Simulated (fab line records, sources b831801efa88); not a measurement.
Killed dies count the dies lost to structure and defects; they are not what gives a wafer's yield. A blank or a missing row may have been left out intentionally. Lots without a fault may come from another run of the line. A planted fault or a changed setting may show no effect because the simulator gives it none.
8D (eight disciplines) problem report, filled in by code | flow gf180mcu | the parts of the form that need people (team, actions taken, sign-off) are left out

1. THE ISSUE
Mean of heater power total W at GF_VT_IMPLANT_SOFTBAKE_36: 62.28 W across 3 wafers in 2 lots; on wafers with no fault it is 56.60 W (standard deviation 0.043). So: +99 or more standard deviations from the usual mean.
The step: time 60 s.
First seen on wafer L952.4, day 10 12:43, on litho track-04. Wafers with a number at this step in the record: 18, from 6 lots. Rule for "out" (also "out of limits"): further than 4 standard deviations from the usual mean. All remaining wafers that have a number are taken as sound.

2. WHAT IT IS, WHAT IT ISN'T
question                    | is                                 | is not
which readings at this step | heater power total W, run length s | -
which lots                  | L952, L953                         | L941, L948, L958, L961
which wafers of those lots  | L952.4, L952.6, L953.4             | L952.3, L953.2, L953.5
read on which tools         | litho track-04                     | litho track-01
when                        | from day 10 12:43                  | up to then (7 sound wafers); but 8 sound wafers of L953, L958, L961 came after

3. THE SUSPECTS, EACH WITH WHAT RULES IT OUT
Counting: a tool at a process step up to the reading stays a suspect if it ran every lot that is out. Sound lots after the first of them don't rule it out here, since some wafers of a struck lot are sound.
- litho track-04 at GF_VT_IMPLANT_SOFTBAKE_36 (time 60 s): kept. It processed each lot that is out (first: L952, day 10 12:43); up to then, its last sound lot is L941 (day 7 09:57). Its own readings are out on those wafers: heater power total W, run length s.
Remaining after the count: litho track-04 at GF_VT_IMPLANT_SOFTBAKE_36.

4. THE CAUSE (what the simulator had put in)
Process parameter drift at GF_VT_IMPLANT_SOFTBAKE_36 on litho track-04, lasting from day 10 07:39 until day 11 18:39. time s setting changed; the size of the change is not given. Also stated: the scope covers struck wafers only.
Counting left only this tool.

5. THE CHAIN OF EFFECTS, in route order
Rows list readings where the struck wafers' mean (over those with a number) sits beyond 3 standard deviations from the usual. Readings are gone through only where the record gives a usual standard deviation; hours: the median, over the lots, of the time from a lot's start at the first step in this table giving one to that lot's start at this step; sigmas: the change measured in usual standard deviations.
hours | step                      | reading              | usual   | on struck wafers | change | sigmas
0     | GF_VT_IMPLANT_SOFTBAKE_36 | heater power total W | 56.60 W | 62.28            | +5.68  | +99 or more
0     | GF_VT_IMPLANT_SOFTBAKE_36 | run length s         | 89.20 s | 74.69            | -14.51 | -91
It contains these process steps:
- GF_VT_IMPLANT_SOFTBAKE_36: time 60 s.
Later measuring or inspecting steps at which every struck wafer that the step has a row for has a number for every such reading, and none has moved that far: GF_VT_IMPLANT_OVL_MEAS_40.

6. HOW IT WOULD HAVE BEEN CAUGHT EARLIER
In this record the first reading out of limits was taken at day 10 12:43, 5 hours after the fault began at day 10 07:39.
